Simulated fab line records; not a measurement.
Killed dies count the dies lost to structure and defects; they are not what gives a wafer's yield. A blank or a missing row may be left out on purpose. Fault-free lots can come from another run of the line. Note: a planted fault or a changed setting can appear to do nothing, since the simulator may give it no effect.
fab line records -- flow sky130
record lots=7, wafers=21, lastDay=49
route steps=708 shown VIA1@471 METAL2@483 PAD_OPEN@708
lots untouched by any fault: they come from a run of this same line in which no faults occurred
startH: start of the lot's first displayed wafer, in hours after the record's first day -- waitH: hours from the lot's prior step to this one -- " the same as in the row above -- L1.1+2: a single row standing in for several wafers -- - no value, or no start was given -- * or withheld: withheld -- < > ~ a bound
route shown NAME@n: names a module that has steps shown in the file, with the first one's number in the route -- usual: mean and standard deviation over wafers with no fault -- same: alike in all rows -- chamber/n: place in a boat -- sites: each site's reading -- _std_site: standard deviation of those values -- _edge_site: the outer-site mean with the inner-site mean subtracted -- radiusMm: how far each site lies from the wafer's centre -- mask NAME#n: copy n -- behind: the most recent tool/chamber to have shaped the wafer -- hold: what put the lot on hold/how long, in hours/how the hold closed -- device: which transistor (n, p or np) failed to switch -- end of line: tests of these same wafers at the route's end -- a step without rows: its recipe alone -- killed: not the wafer's yield, but the dies lost to structure and defects at the first sort -- map: the dies of a wafer, with x for killed, . for not killed, _ for no die there
set.NAME: the setting that was run; set.NAME@STEP: the one run at that earlier step -- model.NAME: the simulator's own value behind a step, which no gauge read
lots at selected steps of the route; one table per step, one row per wafer
services: the hour from which a tool's chamber was out of use, counted from the record's first day as startH (under 0 if before that day), plus the number of hours and why
## steps
# step SKY_VIA1_OVL_MEAS_13
# usual VIA1_OVL=-1/6.1
lot.wafer,tool,chamber,startH,waitH,VIA1_OVL[nm]
L937.1,overlay-01,-,779.03,0.1,2
L937.3,overlay-01,-,779.03,0.1,4
L937.5,overlay-01,-,779.03,0.1,3
L944.1,overlay-02,-,837.31,0.1,-11
L944.3,overlay-02,-,837.31,0.1,-7
L944.4,overlay-02,-,837.31,0.1,-6
L945.3,overlay-02,-,845.92,0.1,7
L945.4,overlay-02,-,845.92,0.1,9
L945.6,overlay-02,-,845.92,0.1,6
L946.1,overlay-01,-,850.91,0.1,5
L946.2,overlay-01,-,850.91,0.1,2
L946.5,overlay-01,-,850.91,0.1,2
L955.2,overlay-02,-,934.06,0.1,0
L955.4,overlay-02,-,934.06,0.1,1
L955.5,overlay-02,-,934.06,0.1,-7
L959.2,overlay-02,-,945.82,0.1,-3
L959.3,overlay-02,-,945.82,0.1,-7
L959.5,overlay-02,-,945.82,0.1,-8
L958.4,overlay-01,-,947.58,0.1,-7
L958.5,overlay-01,-,947.58,0.1,-1
L958.6,overlay-01,-,947.58,0.1,-8
# step SKY_VIA1_ETCH_14
# recipe chemistry=N2/H2, target=BARC, ionEnergyEv=200, sourceW=500, biasW=100, pressureMtorr=30, n2FlowSccm=100, h2FlowSccm=200, stopOn=SiO2, timeS=45.9, targetDepthA=600
# step SKY_VIA1_ETCH_15
# recipe target=SiO2, chemistry=C4F8/O2/Ar, targetDepthNm=351, stopOn=TiN, maskMaterial=KrF-thick, sourceW=1500, biasW=1200, pressureMtorr=40, c4f8FlowSccm=withheld, O2_flow_sccm=6, Ar_flow_sccm=300, timeS=54
# usual oesProductAu=0.982/0.006
# same timeS=54
lot.wafer,tool,chamber,startH,waitH,oesProductAu
L937.1,rieDiel-03,0,779.10,0.0,0.979
L937.3,rieDiel-03,3,779.10,0.0,0.975
L937.5,rieDiel-03,2,779.10,0.0,0.981
L944.1,rieDiel-01,0,837.39,0.0,0.982
L944.3,rieDiel-01,1,837.39,0.0,0.982
L944.4,rieDiel-01,3,837.39,0.0,0.980
L945.3,rieDiel-03,0,845.98,0.0,0.973
L945.4,rieDiel-03,2,845.98,0.0,0.976
L945.6,rieDiel-03,0,845.98,0.0,0.974
L946.1,rieDiel-04,2,850.99,0.0,0.984
L946.2,rieDiel-04,0,850.99,0.0,0.984
L946.5,rieDiel-04,0,850.99,0.0,0.980
L955.2,rieDiel-01,0,934.14,0.0,0.987
L955.4,rieDiel-01,2,934.14,0.0,0.985
L955.5,rieDiel-01,0,934.14,0.0,0.985
L959.2,rieDiel-01,1,945.89,0.0,0.988
L959.3,rieDiel-01,2,945.89,0.0,0.982
L959.5,rieDiel-01,1,945.89,0.0,0.985
L958.4,rieDiel-03,3,947.64,0.0,0.977
L958.5,rieDiel-03,2,947.64,0.0,0.972
L958.6,rieDiel-03,3,947.64,0.0,0.970
# step SKY_VIA1_STRIP_16
# recipe chemistry=O2/N2, powerW=1400, pressureMtorr=1500, platenTempC=withheld, o2FlowSccm=3000, n2FlowSccm=300, overashFraction=0.5
# usual drypumpMotorCurrentA=5.69/0.22, oesProductAu=0.416/0.0044, stripTimeToEndpointS=4.460/0.023
lot.wafer,tool,chamber,startH,waitH,drypumpMotorCurrentA,oesProductAu,rfHoursCounterH,stripTimeToEndpointS
L937.1,plasmaAsher-03,1,779.15,0.0,5.73,0.420,62,4.504
L937.3,plasmaAsher-03,1,779.15,0.0,5.72,0.417,-,4.470
L937.5,plasmaAsher-03,1,779.15,0.0,5.75,0.414,-,4.457
L944.1,plasmaAsher-01,0,837.44,0.0,5.45,0.420,102,4.430
L944.3,plasmaAsher-01,0,837.44,0.0,5.45,0.415,-,4.447
L944.4,plasmaAsher-01,1,837.44,0.0,5.84,0.417,-,4.486
L945.3,plasmaAsher-02,0,846.06,0.1,5.55,0.416,-,4.500
L945.4,plasmaAsher-02,1,846.06,0.1,5.12,0.407,-,4.455
L945.6,plasmaAsher-02,1,846.06,0.1,5.13,0.423,-,4.510
L946.1,plasmaAsher-03,1,851.04,0.0,5.79,0.416,70,4.437
L946.2,plasmaAsher-03,0,851.04,0.0,5.83,0.422,70,4.429
L946.5,plasmaAsher-03,0,851.04,0.0,5.86,0.409,-,4.437
L955.2,plasmaAsher-03,0,934.18,0.0,5.87,0.409,78,4.434
L955.4,plasmaAsher-03,0,934.18,0.0,5.86,0.414,-,4.427
L955.5,plasmaAsher-03,1,934.18,0.0,5.75,0.414,-,4.449
L959.2,plasmaAsher-02,1,945.94,0.0,5.09,0.420,51,4.464
L959.3,plasmaAsher-02,0,945.94,0.0,5.56,0.418,-,4.458
L959.5,plasmaAsher-02,0,945.94,0.0,5.59,0.419,-,4.455
L958.4,plasmaAsher-03,1,947.72,0.1,5.75,0.417,-,4.469
L958.5,plasmaAsher-03,0,947.72,0.1,5.87,0.419,-,4.449
L958.6,plasmaAsher-03,1,947.72,0.1,5.75,0.418,-,4.480
# step SKY_VIA1_STRIP_17
# recipe chemistry=postEtchResidueRemover, timeS=1200, tempC=72.5
# step SKY_VIA1_CLEAN_18
# recipe chemistry=IPA, timeS=180, tempC=25
# step SKY_VIA1_CLEAN_19
# recipe chemistry=O3/DIW, dry=n2Spin
# step SKY_VIA1_SPUTTER_20
# recipe material=TiN, targetThkNm=20, chamberPressurePa=5, powerW=4000, timeS=80
# usual cathodeDcPowerW=3999.9/0.82, chamberPressurePa=4.999/0.01, throttleValvePct=30.0/1.1
# same timeS=80
lot.wafer,tool,chamber,startH,waitH,cathodeDcPowerW,chamberPressurePa,throttleValvePct
L937.1,pvdSputter-01,-,779.74,0.0,4001.3,5.005,30.4
L937.3,pvdSputter-01,-,779.74,0.0,3999.3,5.005,30.6
L937.5,pvdSputter-01,-,779.74,0.0,4001.4,4.993,30.0
L944.1,pvdSputter-04,-,838.03,0.0,3999.0,4.999,29.6
L944.3,pvdSputter-04,-,838.03,0.0,3999.9,5.014,28.9
L944.4,pvdSputter-04,-,838.03,0.0,3999.4,5.003,30.2
L945.3,pvdSputter-01,-,846.68,0.0,4001.2,4.997,30.5
L945.4,pvdSputter-01,-,846.68,0.0,3999.8,5.010,30.5
L945.6,pvdSputter-01,-,846.68,0.0,4000.8,4.992,30.3
L946.1,pvdSputter-02,-,851.97,0.0,4000.4,4.994,29.7
L946.2,pvdSputter-02,-,851.97,0.0,4000.1,4.999,27.6
L946.5,pvdSputter-02,-,851.97,0.0,3999.4,4.984,29.6
L955.2,pvdSputter-01,-,934.78,0.0,4000.3,4.995,30.4
L955.4,pvdSputter-01,-,934.78,0.0,4000.2,4.997,30.4
L955.5,pvdSputter-01,-,934.78,0.0,3997.7,4.994,30.6
L959.2,pvdSputter-02,-,946.53,0.0,3998.8,4.997,27.8
L959.3,pvdSputter-02,-,946.53,0.0,3998.7,4.994,29.5
L959.5,pvdSputter-02,-,946.53,0.0,4000.3,5.017,29.5
L958.4,pvdSputter-02,-,948.32,0.0,4000.2,5.000,27.9
L958.5,pvdSputter-02,-,948.32,0.0,3999.6,4.998,29.5
L958.6,pvdSputter-02,-,948.32,0.0,4000.0,5.011,28.0
# step SKY_VIA1_CVD_21
# recipe material=W, targetThkNm=270, timeS=80.902, tempC=400, pressureTorr=40
# usual heaterPowerW=812/43
# same timeS=80.902
lot.wafer,tool,chamber,startH,waitH,heaterPowerW,sinceWetCleanH
L937.1,cvdW-01,1,779.80,0.0,844,876
L937.3,cvdW-01,1,779.80,0.0,845,-
L937.5,cvdW-01,1,779.80,0.0,859,-
L944.1,cvdW-01,1,838.09,0.0,874,934
L944.3,cvdW-01,0,838.09,0.0,765,-
L944.4,cvdW-01,1,838.09,0.0,853,-
L945.3,cvdW-01,1,846.77,0.1,881,-
L945.4,cvdW-01,0,846.77,0.1,764,-
L945.6,cvdW-01,0,846.77,0.1,772,-
L946.1,cvdW-02,1,852.03,0.0,804,448
L946.2,cvdW-02,0,852.03,0.0,841,448
L946.5,cvdW-02,1,852.03,0.0,784,-
L955.2,cvdW-02,1,934.84,0.0,789,531
L955.4,cvdW-02,1,934.84,0.0,840,-
L955.5,cvdW-02,1,934.84,0.0,784,-
L959.2,cvdW-02,0,946.59,0.0,839,543
L959.3,cvdW-02,1,946.59,0.0,804,-
L959.5,cvdW-02,0,946.59,0.0,846,-
L958.4,cvdW-01,0,948.41,0.1,739,-
L958.5,cvdW-01,1,948.41,0.1,827,-
L958.6,cvdW-01,0,948.41,0.1,745,-
# step SKY_VIA1_RS_MEAS_22
# recipe thkMeasGauge=four-point-probe, reads=W_of_VIA1_CVD_21+TiN_of_VIA1_SPUTTER_20
# usual VIA1_W_RS=0.424/0.0049
lot.wafer,tool,chamber,startH,waitH,VIA1_W_RS[ohm/sq]
L937.1,filmMetro-04,-,779.99,0.2,0.425
L937.3,filmMetro-04,-,779.99,0.2,0.428
L937.5,filmMetro-04,-,779.99,0.2,0.434
L944.1,filmMetro-04,-,838.18,0.1,0.427
L944.3,filmMetro-04,-,838.18,0.1,0.417
L944.4,filmMetro-04,-,838.18,0.1,0.420
L945.3,filmMetro-02,-,846.87,0.1,0.421
L945.4,filmMetro-02,-,846.87,0.1,0.426
L945.6,filmMetro-02,-,846.87,0.1,0.426
L946.1,filmMetro-02,-,852.12,0.1,0.419
L946.2,filmMetro-02,-,852.12,0.1,0.418
L946.5,filmMetro-02,-,852.12,0.1,0.422
L955.2,filmMetro-04,-,934.95,0.1,0.429
L955.4,filmMetro-04,-,934.95,0.1,0.425
L955.5,filmMetro-04,-,934.95,0.1,0.421
L959.2,filmMetro-02,-,946.70,0.1,0.415
L959.3,filmMetro-02,-,946.70,0.1,0.421
L959.5,filmMetro-02,-,946.70,0.1,0.418
L958.4,filmMetro-03,-,948.53,0.1,0.431
L958.5,filmMetro-03,-,948.53,0.1,0.429
L958.6,filmMetro-03,-,948.53,0.1,0.426
# step SKY_VIA1_THK_MEAS_23
# recipe thkMeasGauge=xrf, reads=W_of_VIA1_CVD_21
# usual VIA1_W_THK=272/3.7
lot.wafer,tool,chamber,startH,waitH,VIA1_W_THK[nm]
L937.1,filmMetro-04,-,780.11,0.1,272
L937.3,filmMetro-04,-,780.11,0.1,270
L937.5,filmMetro-04,-,780.11,0.1,266
L944.1,filmMetro-04,-,838.30,0.1,267
L944.3,filmMetro-04,-,838.30,0.1,273
L944.4,filmMetro-04,-,838.30,0.1,273
L945.3,filmMetro-02,-,846.97,0.1,273
L945.4,filmMetro-02,-,846.97,0.1,271
L945.6,filmMetro-02,-,846.97,0.1,270
L946.1,filmMetro-02,-,852.24,0.1,274
L946.2,filmMetro-02,-,852.24,0.1,277
L946.5,filmMetro-02,-,852.24,0.1,271
L955.2,filmMetro-04,-,935.06,0.1,268
L955.4,filmMetro-04,-,935.06,0.1,269
L955.5,filmMetro-04,-,935.06,0.1,274
L959.2,filmMetro-02,-,946.81,0.1,280
L959.3,filmMetro-02,-,946.81,0.1,276
L959.5,filmMetro-02,-,946.81,0.1,277
L958.4,filmMetro-03,-,948.62,0.1,270
L958.5,filmMetro-03,-,948.62,0.1,272
L958.6,filmMetro-03,-,948.62,0.1,273
# step SKY_VIA1_CMP_24
# recipe stopOn=SiO2, tOverpolishS=15, downForcePsi=3.5, platenRpm=60, targetThkNm=0, padVelocityMS=0.94248
# step SKY_METAL2_SPUTTER_00
# recipe material=Ti, targetThkNm=15, powerW=3000, timeS=10, chamberPressurePa=0.4
# usual cathodeDcPowerW=2999.9/0.54, chamberPressurePa=0.4001/0.00071, throttleValvePct=30.8/1.3, timeS=10/0
lot.wafer,tool,chamber,startH,waitH,cathodeDcPowerW,chamberPressurePa,throttleValvePct,timeS
L937.1,pvdSputter-03,-,780.47,0.1,2999.5,0.4014,32.6,10
L937.3,pvdSputter-03,-,780.47,0.1,3000.2,0.4003,30.7,10
L937.5,pvdSputter-03,-,780.47,0.1,3000.2,0.4000,30.6,10
L944.1,pvdSputter-01,-,838.66,0.2,-,-,-,-
L944.3,pvdSputter-01,-,838.66,0.2,-,-,-,-
L944.4,pvdSputter-01,-,838.66,0.2,-,-,-,-
L945.3,pvdSputter-04,-,847.31,0.1,-,-,-,-
L945.4,pvdSputter-04,-,847.31,0.1,-,-,-,-
L945.6,pvdSputter-04,-,847.31,0.1,-,-,-,-
L946.1,pvdSputter-03,-,852.60,0.1,-,-,-,-
L946.2,pvdSputter-03,-,852.60,0.1,-,-,-,-
L946.5,pvdSputter-03,-,852.60,0.1,-,-,-,-
L955.2,pvdSputter-01,-,935.41,0.2,2999.5,0.4004,30.5,10
L955.4,pvdSputter-01,-,935.41,0.2,2999.4,0.3997,30.2,10
L955.5,pvdSputter-01,-,935.41,0.2,3001.2,0.3997,30.6,10
L959.2,pvdSputter-03,-,947.16,0.1,2999.9,0.4004,29.3,10
L959.3,pvdSputter-03,-,947.16,0.1,3000.2,0.3995,32.6,10
L959.5,pvdSputter-03,-,947.16,0.1,3000.7,0.3991,32.9,10
L958.4,pvdSputter-01,-,948.96,0.2,3000.5,0.4002,30.2,10
L958.5,pvdSputter-01,-,948.96,0.2,3000.8,0.3994,30.3,10
L958.6,pvdSputter-01,-,948.96,0.2,2999.5,0.4013,30.5,10
# step SKY_METAL2_SPUTTER_01
# recipe material=TiN, targetThkNm=20, powerW=6500, timeS=16.7, chamberPressurePa=0.4
# usual cathodeDcPowerW=6500.0/1.2, chamberPressurePa=0.4000/0.00079, throttleValvePct=30.8/1.2
# same timeS=16.7
lot.wafer,tool,chamber,startH,waitH,cathodeDcPowerW,chamberPressurePa,throttleValvePct
L937.1,pvdSputter-03,-,780.49,0.0,6498.9,0.3998,32.1
L937.3,pvdSputter-03,-,780.49,0.0,6499.8,0.4004,30.7
L937.5,pvdSputter-03,-,780.49,0.0,6499.6,0.3988,30.5
L944.1,pvdSputter-01,-,838.68,0.0,6498.7,0.3997,32.7
L944.3,pvdSputter-01,-,838.68,0.0,6501.0,0.4007,30.4
L944.4,pvdSputter-01,-,838.68,0.0,6501.3,0.4006,30.1
L945.3,pvdSputter-04,-,847.34,0.0,6500.0,0.4001,29.1
L945.4,pvdSputter-04,-,847.34,0.0,6500.8,0.4005,30.7
L945.6,pvdSputter-04,-,847.34,0.0,6501.1,0.3986,28.8
L946.1,pvdSputter-03,-,852.63,0.0,6500.5,0.3999,29.4
L946.2,pvdSputter-03,-,852.63,0.0,6501.8,0.4004,33.1
L946.5,pvdSputter-03,-,852.63,0.0,6500.1,0.4010,32.6
L955.2,pvdSputter-01,-,935.43,0.0,6499.8,0.3995,30.7
L955.4,pvdSputter-01,-,935.43,0.0,6501.3,0.4000,30.4
L955.5,pvdSputter-01,-,935.43,0.0,6500.3,0.4011,30.5
L959.2,pvdSputter-03,-,947.19,0.0,6498.0,0.3994,29.3
L959.3,pvdSputter-03,-,947.19,0.0,6500.0,0.4014,32.6
L959.5,pvdSputter-03,-,947.19,0.0,6499.7,0.4001,32.7
L958.4,pvdSputter-01,-,948.99,0.0,6501.1,0.4000,30.4
L958.5,pvdSputter-01,-,948.99,0.0,6499.8,0.3994,30.5
L958.6,pvdSputter-01,-,948.99,0.0,6499.9,0.3995,30.5
# step SKY_PAD_OPEN_PROBE_99
# usual defectLimitedYield=82.6/1.8, killed_at_M0_to_M3=44/6.5, killed_at_M4_up=3.3/1.9, killedAtContacts=23/4.7, killedAtFrontEnd=15/4.5, killedAtOther=0.2/0.52, killedDies=86/8.9, killedOpen=47/6.8, killedShort=39/6.1, sort_bin_3_pad_short=0.8/0.44, sort_bin_5_function=10.3/1.4, sort_bin_6_memory=6.3/1.1, sortNPass=406/8.9, sortYieldPct=82.6/1.8
# same grossDies=492, killedAtBackSide=0, sort_bin_4_leakage[%]=0, sort_bin_8_speed[%]=0
lot.wafer,tool,chamber,startH,waitH,defectLimitedYield[%],killed_at_M0_to_M3,killed_at_M4_up,killedAtContacts,killedAtFrontEnd,killedAtOther,killedDies,killedOpen,killedShort,sort_bin_3_pad_short[%],sort_bin_5_function[%],sort_bin_6_memory[%],sortNPass,sortYieldPct[%],model.etest.via1Chain.rcOhm
L937.1,prober-01,-,1057.63,0.1,80.7,52,5,14,24,0,95,45,50,0.6,12.2,6.5,397,80.7,15.52
L937.3,prober-01,-,1057.73,0.2,82.3,50,1,25,10,1,87,38,49,0.8,12.6,4.3,405,82.3,14.86
L937.5,prober-01,-,1057.83,0.2,79.7,51,6,20,23,0,100,43,57,0.8,11.8,7.7,392,79.7,15.14
L944.1,prober-02,-,1108.06,0.1,82.9,43,1,23,17,0,84,49,35,0.6,10.6,5.9,408,82.9,17.07
L944.3,prober-02,-,1108.16,0.2,83.9,47,3,16,13,0,79,43,36,0.6,6.9,8.5,413,83.9,19.39
L944.4,prober-02,-,1108.21,0.2,80.9,45,3,26,20,0,94,56,38,0.8,11.6,6.7,398,80.9,19.72
L945.3,prober-01,-,1114.66,0.2,84.6,42,3,22,9,0,76,42,34,1.8,8.9,4.7,416,84.6,17.64
L945.4,prober-01,-,1114.71,0.2,85.6,42,3,16,9,1,71,39,32,0.4,7.7,6.3,421,85.6,17.57
L945.6,prober-01,-,1114.81,0.2,83.7,39,3,20,18,0,80,53,27,0.6,8.1,7.5,412,83.7,17.66
L946.1,prober-02,-,1119.58,0.1,83.7,36,3,25,15,1,80,47,33,0.4,10.0,5.9,412,83.7,17.91
L946.2,prober-02,-,1119.63,0.1,82.1,43,4,18,21,2,88,47,41,0.4,11.6,5.9,404,82.1,17.53
L946.5,prober-02,-,1119.78,0.2,83.1,43,1,21,16,2,83,36,47,0.2,11.4,5.3,409,83.1,18.57
L955.2,prober-01,-,1180.72,0.2,82.7,39,6,26,13,1,85,44,41,0.8,10.4,6.1,407,82.7,15.96
L955.4,prober-01,-,1180.82,0.3,79.1,52,1,29,21,0,103,62,41,0.2,13.2,7.5,389,79.1,16.98
L955.5,prober-01,-,1180.87,0.3,85.6,31,3,28,9,0,71,44,27,0.8,8.3,5.3,421,85.6,16.22
L959.2,prober-02,-,1185.76,0.1,81.5,55,4,20,12,0,91,49,42,0.6,9.8,8.1,401,81.5,16.16
L959.3,prober-02,-,1185.81,0.2,81.5,49,2,21,18,1,91,47,44,0.6,10.6,7.3,401,81.5,17.45
L959.5,prober-02,-,1185.91,0.2,82.7,41,4,23,17,0,85,43,42,0.2,11.2,5.9,407,82.7,16.05
L958.4,prober-01,-,1186.56,0.2,82.1,42,6,24,16,0,88,39,49,1.6,10.8,5.5,404,82.1,15.21
L958.5,prober-01,-,1186.61,0.2,82.7,46,1,24,13,1,85,47,38,0.4,11.0,5.9,407,82.7,16.36
L958.6,prober-01,-,1186.66,0.2,84.8,38,2,20,15,0,75,38,37,0.4,8.7,6.1,417,84.8,15.92
# killed by level:class
L937.1 VIA1:geometricParticle:open=15 VIA1:geometricParticle:short=10 METAL2:geometricParticle:short=6 POLY_GATE:geometricParticle:short=5 POLY_GATE:geometricParticle:open=5 VIA3:geometricParticle:open=5 LOCAL_INTERCONNECT:geometricParticle:short=5 VIA2:geometricParticle:open=5
L937.3 VIA1:geometricParticle:open=10 LI_CONTACT:geometricParticle:open=8 VIA1:geometricParticle:short=8 VIA2:geometricParticle:short=6 VIA2:geometricParticle:open=6 VIA3:geometricParticle:short=5 LOCAL_INTERCONNECT:geometricParticle:short=5 CONTACT:geometricParticle:short=5
L937.5 FIELD_ISO:geometricParticle:short=10 VIA1:geometricParticle:short=10 VIA1:geometricParticle:open=10 VIA3:geometricParticle:open=8 METAL1:geometricParticle:short=7 CONTACT:geometricParticle:open=7 FIELD_ISO:geometricParticle:open=6 METAL4:geometricParticle:short=6
L944.1 CONTACT:geometricParticle:open=12 VIA1:geometricParticle:open=10 LI_CONTACT:geometricParticle:open=6 VIA2:geometricParticle:open=6 METAL3:geometricParticle:short=6 VIA3:geometricParticle:open=6 FIELD_ISO:geometricParticle:short=5 METAL1:geometricParticle:short=5
L944.3 VIA1:geometricParticle:open=11 VIA3:geometricParticle:open=8 METAL2:geometricParticle:short=6 METAL1:geometricParticle:short=6 VIA2:geometricParticle:open=6 CONTACT:geometricParticle:open=5 LI_CONTACT:geometricParticle:open=4 CONTACT:geometricParticle:short=4
L944.4 VIA3:geometricParticle:open=10 LI_CONTACT:geometricParticle:open=10 CONTACT:geometricParticle:open=9 POLY_GATE:geometricParticle:short=6 FIELD_ISO:geometricParticle:open=5 METAL2:geometricParticle:short=5 VIA2:geometricParticle:open=5 METAL3:geometricParticle:short=5
L945.3 VIA1:geometricParticle:open=10 VIA3:geometricParticle:open=8 CONTACT:geometricParticle:open=7 VIA3:geometricParticle:short=7 LOCAL_INTERCONNECT:geometricParticle:short=5 LI_CONTACT:geometricParticle:open=4 METAL1:geometricParticle:short=4 VIA2:geometricParticle:open=4
L945.4 VIA3:geometricParticle:open=10 CONTACT:geometricParticle:open=7 METAL2:geometricParticle:short=7 VIA2:geometricParticle:open=7 LOCAL_INTERCONNECT:geometricParticle:short=4 FIELD_ISO:geometricParticle:short=3 LI_CONTACT:geometricParticle:open=3 METAL1:geometricParticle:short=3
L945.6 VIA2:geometricParticle:open=9 VIA1:geometricParticle:open=8 POLY_GATE:geometricParticle:short=7 LI_CONTACT:geometricParticle:open=7 VIA3:geometricParticle:open=7 FIELD_ISO:geometricParticle:open=5 LOCAL_INTERCONNECT:geometricParticle:short=5 CONTACT:geometricParticle:open=5
L946.1 CONTACT:geometricParticle:open=9 VIA2:geometricParticle:open=9 LI_CONTACT:geometricParticle:open=6 VIA3:geometricParticle:open=6 VIA1:geometricParticle:open=6 CONTACT:geometricParticle:short=5 METAL2:geometricParticle:short=5 FIELD_ISO:geometricParticle:open=4
L946.2 VIA2:geometricParticle:open=8 VIA1:geometricParticle:open=8 FIELD_ISO:geometricParticle:short=7 FIELD_ISO:geometricParticle:open=6 CONTACT:geometricParticle:open=6 VIA2:geometricParticle:short=6 LOCAL_INTERCONNECT:geometricParticle:short=5 VIA3:geometricParticle:short=5
L946.5 METAL2:geometricParticle:short=9 LOCAL_INTERCONNECT:geometricParticle:short=9 VIA1:geometricParticle:open=9 CONTACT:geometricParticle:open=5 METAL1:geometricParticle:short=5 VIA2:geometricParticle:open=4 FIELD_ISO:geometricParticle:short=3 POLY_GATE:geometricParticle:short=3
L955.2 VIA1:geometricParticle:open=10 CONTACT:geometricParticle:open=9 METAL1:geometricParticle:short=8 LI_CONTACT:geometricParticle:open=6 VIA2:geometricParticle:open=6 CONTACT:geometricParticle:short=5 LI_CONTACT:geometricParticle:short=4 VIA2:geometricParticle:short=4
L955.4 VIA1:geometricParticle:open=13 VIA3:geometricParticle:open=9 LI_CONTACT:geometricParticle:open=8 CONTACT:geometricParticle:open=8 VIA2:geometricParticle:open=8 CONTACT:geometricParticle:short=7 FIELD_ISO:geometricParticle:short=6 FIELD_ISO:geometricParticle:open=5
L955.5 VIA1:geometricParticle:open=13 CONTACT:geometricParticle:open=10 CONTACT:geometricParticle:short=9 LI_CONTACT:geometricParticle:open=6 VIA2:geometricParticle:open=5 METAL2:geometricParticle:short=4 VIA3:geometricParticle:open=4 METAL4:geometricParticle:short=3
L959.2 VIA1:geometricParticle:open=12 METAL1:geometricParticle:short=10 VIA2:geometricParticle:open=8 CONTACT:geometricParticle:open=7 VIA1:geometricParticle:short=6 LI_CONTACT:geometricParticle:open=5 CONTACT:geometricParticle:short=5 VIA3:geometricParticle:open=5
L959.3 METAL1:geometricParticle:short=10 LI_CONTACT:geometricParticle:open=8 VIA1:geometricParticle:open=7 CONTACT:geometricParticle:open=7 VIA2:geometricParticle:open=6 VIA1:geometricParticle:short=6 POLY_GATE:geometricParticle:open=5 VIA3:geometricParticle:open=5
L959.5 VIA3:geometricParticle:open=9 CONTACT:geometricParticle:open=7 METAL2:geometricParticle:short=7 VIA2:geometricParticle:open=7 LOCAL_INTERCONNECT:geometricParticle:short=6 VIA1:geometricParticle:open=5 CONTACT:geometricParticle:short=5 POLY_GATE:geometricParticle:open=4
L958.4 VIA1:geometricParticle:open=9 CONTACT:geometricParticle:open=7 METAL2:geometricParticle:short=7 CONTACT:geometricParticle:short=6 VIA2:geometricParticle:open=5 LOCAL_INTERCONNECT:geometricParticle:short=5 METAL1:geometricParticle:short=5 METAL4:geometricParticle:short=5
L958.5 CONTACT:geometricParticle:open=13 VIA1:geometricParticle:open=11 VIA1:geometricParticle:short=6 METAL2:geometricParticle:short=6 VIA3:geometricParticle:open=6 VIA3:geometricParticle:short=5 FIELD_ISO:geometricParticle:short=4 LI_CONTACT:geometricParticle:open=4
L958.6 CONTACT:geometricParticle:open=8 VIA3:geometricParticle:open=8 FIELD_ISO:geometricParticle:short=7 VIA1:geometricParticle:open=6 LI_CONTACT:geometricParticle:open=5 CONTACT:geometricParticle:short=4 VIA1:geometricParticle:short=4 VIA2:geometricParticle:open=4
## services
tool,chamber,startH,hours,kind
rieDiel-03,2,758.31,5.9,repair
plasmaAsher-02,-,767.70,2.8,pm
cvdW-01,0,773.72,6.2,repair
pvdSputter-03,-,776.29,1.1,repair
rieDiel-04,3,790.04,21.8,repair
plasmaAsher-01,-,799.02,3.8,repair
pvdSputter-03,-,801.65,2.0,repair
rieDiel-03,1,815.95,1.8,repair
pvdSputter-04,-,817.15,10.1,repair
cvdW-01,1,847.96,4.4,repair
rieDiel-04,-,857.61,0.7,repair
cvdW-01,1,866.34,3.9,repair
pvdSputter-01,-,874.42,11.0,repair
pvdSputter-02,-,876.05,0.7,repair
rieDiel-04,-,877.54,14.6,pm
rieDiel-01,3,883.02,14.6,repair
plasmaAsher-02,-,883.55,6.7,repair
cvdW-01,1,885.26,2.9,repair
cvdW-01,-,904.00,14.0,pm
rieDiel-03,1,916.66,1.3,repair
rieDiel-01,3,930.85,3.8,repair
pvdSputter-01,3,931.40,-,consumableReplace:kit
pvdSputter-01,3,931.40,18.0,scheduledDown
rieDiel-01,0,938.40,7.3,repair
## key
firstSign step=SKY_METAL2_SPUTTER_00, reading=toolRecord, direction=missing
effect none on later readings
modelEffect step=SKY_PAD_OPEN_PROBE_99, value=etest.via1Chain.rcOhm, without=16.4, struck=18.12
metAt SKY_METAL2_SPUTTER_00
struckWafers L944.1,L944.3,L944.4,L945.3,L945.4,L945.6,L946.1,L946.2,L946.5
onsetBetween 780.47 838.66
fault kind=skippedStepWhole, tool=pvdSputter-01,pvdSputter-03,pvdSputter-04, chamber=-, onsetH=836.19, steps=SKY_METAL2_SPUTTER_00, scope=struckLotsOnly
